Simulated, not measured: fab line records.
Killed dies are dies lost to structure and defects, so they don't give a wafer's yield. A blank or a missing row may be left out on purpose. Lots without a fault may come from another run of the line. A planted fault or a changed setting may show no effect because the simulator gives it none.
A lot that was struck, set against a sound lot	flow sky130	14 steps out of a route of 708
Sound: wafers L586.2, L586.3, L586.4. Wafers struck: L579.2, L579.3, L579.5. The cause is named last.
Each step with rows lists, per side, the tool, then ch with its chambers, then its first start. Under that, the readings that differ: sound wafers	struck wafers	difference of the means	sigmas: that difference in standard deviations of wafers without a fault.
alike: same words and numbers on both sides, and readings whose means sit less than 2 such deviations apart. not compared: any withheld reading, any reading some wafer has no value for, any bound like >300 that may hide the same value, and any number with overlapping values for which the record gives no deviation.
Wherever a step has rows on one side only, a row that says differs or no value, or a row with sigmas, the two part there. Numbers that don't overlap but have no deviation are shown without sigmas and don't part them. A reading missing from all wafers of one side parts the sides only when that side holds two or more wafers.

first, 1 step without rows for these wafers: SKY_POLY_GATE_IMPLANT_02.
SKY_RES_PROTECT_STRIP_07: strips in O2/N2.
  sound on plasmaAsher-03 ch 0,1, day 21 17:07; struck on plasmaAsher-02 ch 0,1, day 19 03:23
  alike: drypumpMotorCurrentA, oesProductAu, stripTimeToEndpointS
  not compared: rfHoursCounterH
SKY_RES_PROTECT_TW_MEAS_08:
  sound: filmMetro-01 at day 21 17:13; struck: filmMetro-03 at day 19 03:29
  alike: POLY_GATE_TW
then, 2 steps without rows for these wafers: SKY_RES_PROTECT_CLEAN_09 (cleans in SC1/SC2, time 150 s); SKY_POLY_GATE_CVD_03 (deposits Si3N4 from DCS/NH3, target thk 75 nm, time 1290 s).
SKY_POLY_GATE_THK_MEAS_04:
  sound: filmMetro-03 at day 21 18:43; struck: filmMetro-03 at day 19 06:51
  alike: POLY_GATE_CVD_03_THK
then, 6 steps without rows for these wafers: SKY_POLY_GATE_DEHYDRATE_05 (time 60 s); SKY_POLY_GATE_HMDS_06 (prime time 60 s); SKY_POLY_GATE_COAT_07 (resist thk 110 nm); SKY_POLY_GATE_COAT_08 (resist thk 450 nm); SKY_POLY_GATE_SOFTBAKE_09 (time 90 s); SKY_POLY_GATE_EXPOSE_10 (exposes mask P1M, target cd 150 nm).
SKY_POLY_GATE_PEB_11:
  struck on lithoTrack-04, day 20 13:00; sound on lithoTrack-02 ch 0, day 23 00:00
reading	sound	struck	difference	sigmas
exhaustPa (Pa)	48.0 46.7 47.4	- - -	no value on the struck wafers	
  not compared: chillPlateTempC
then, 1 step without rows for these wafers: SKY_POLY_GATE_DEVELOP_12 (develop time 60 s).

== WHERE THEY PART ==
SKY_POLY_GATE_PEB_11 only, going by this record.

WHY: what had been put in by the simulator
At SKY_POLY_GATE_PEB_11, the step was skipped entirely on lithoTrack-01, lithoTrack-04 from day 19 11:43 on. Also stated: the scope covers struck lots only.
